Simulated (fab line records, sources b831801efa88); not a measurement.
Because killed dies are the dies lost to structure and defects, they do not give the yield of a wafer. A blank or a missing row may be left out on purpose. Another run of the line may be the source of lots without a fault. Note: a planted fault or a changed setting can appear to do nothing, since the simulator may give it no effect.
A struck lot beside a sound one | flow sky130 | 13 out of 708 route steps
Sound: wafers L989.1, L989.3, L989.4. Struck: wafers L996.2, L996.3, L996.4. At the end, the cause is stated.
Order at every step that has rows: each side's tool, ch and its chambers, its first start. Under that, the readings that differ: sound wafers | struck wafers | difference of the means | sigmas: that difference in standard deviations of wafers without a fault.
alike: readings with means less than 2 such deviations apart, plus words and numbers identical on both sides. not compared: withheld readings, readings lacking a value on some wafer, bounds such as >300 that could conceal the same value, and numbers that have no deviation in the record and whose values overlap.
The two part at a step that has a row with sigmas, a row that says differs or no value, or rows on one side only. Non-overlapping numbers with no deviation appear without sigmas and do not part them. A reading missing from all wafers of one side parts the sides only when that side holds two or more wafers.

SKY_VIA1_CD_MEAS_12: target cd 150 nm.
  struck on cd-sem-01, day 36 23:08; sound on cd-sem-02, day 34 18:46
  alike: cd-nm
SKY_VIA1_OVL_MEAS_13:
  struck on overlay-02, day 36 23:15; sound on overlay-01, day 34 18:53
  reading       | sound | struck  | difference | sigmas
  VIA1_OVL (nm) | 9 6 9 | 0 -4 -7 | -12        | -3
SKY_VIA1_ETCH_14: etches BARC in N2/H2, stops on SiO2, time 45.9 s, target depth 60 nm.
  sound on rie-diel-01 ch 1,2,3, day 34 18:55; struck on rie-diel-04 ch 0,1,3, day 36 23:17
  alike: drypump-motor-current-A, oes-product-au, throttle-valve-pct
  not compared: rf-hours-counter-h
SKY_VIA1_ETCH_15: etches SiO2 in C4F8/O2/Ar, stops on TiN, target depth 351 nm, time 54 s.
  sound on rie-diel-01 ch 1,2,3, day 34 18:57; struck on rie-diel-04 ch 0,1,3, day 36 23:49
  alike: oes-product-au
  not compared: rf-hours-counter-h
SKY_VIA1_STRIP_16: strips in O2/N2.
  sound on plasma-asher-01 ch 0,1, day 34 19:00; struck on plasma-asher-03 ch 0,1, day 36 23:52
  alike: drypump-motor-current-A, oes-product-au, strip-time-to-endpoint-s
  not compared: rf-hours-counter-h
then, 3 steps without rows for these wafers: SKY_VIA1_STRIP_17 (strips in post etch residue remover, time 1200 s); SKY_VIA1_CLEAN_18 (cleans in IPA, time 180 s); SKY_VIA1_CLEAN_19 (cleans in O3/DIW).
SKY_VIA1_SPUTTER_20: material TiN, target thk 20 nm, time 80 s.
  struck on pvd-sputter-04, day 37 00:28; sound on pvd-sputter-01, day 34 19:38
  alike: cathode-dc-power-W, throttle-valve-pct
SKY_VIA1_CVD_21: deposits W, target thk 270 nm, time 80.902 s.
  sound on cvd-w-01 ch 0,1, day 34 19:41; struck on cvd-w-02 ch 0,1, day 37 00:31
  alike: chamber-pressure-Torr, heater-power-w
  not compared: since-wet-clean-h
SKY_VIA1_RS_MEAS_22: the measuring method here is four-point-probe.
  struck on film-metro-02, day 37 00:38; sound on film-metro-01, day 34 19:55
  alike: VIA1_W_RS
SKY_VIA1_THK_MEAS_23: measures by xrf.
  struck on film-metro-02, day 37 00:44; sound on film-metro-01, day 34 20:02
  alike: VIA1_W_THK
SKY_VIA1_CMP_24: polishes, stops on SiO2, t overpolish 15 s, target thk 0 nm.
  sound on cmp-01 ch 1,2,3, day 34 20:05; struck on cmp-01 ch 1,2,3, day 37 00:47
  no value came back on the struck wafers for any of 5 readings (edge-zone-pressure-frac, head-pressure-psi (psi) and others); on the sound wafers edge-zone-pressure-frac reads 0.989 1.005 0.999
  reading                                  | sound             | struck            | difference | sigmas
  model.W_of_VIA1_CVD_21.thk-nm (nm)       | 0 0 0             | 269.5 270.3 271.9 | +270.6     |
  model.SiO2_of_VIA1_HDPCVD_00.thk-nm (nm) | 343.3 342.3 340.1 | 344.5 345.9 345.6 | +3.4       |

WHERE THEY PART
First at SKY_VIA1_OVL_MEAS_13; last, within this record, at SKY_VIA1_CMP_24.

WHY: what the simulator had put in
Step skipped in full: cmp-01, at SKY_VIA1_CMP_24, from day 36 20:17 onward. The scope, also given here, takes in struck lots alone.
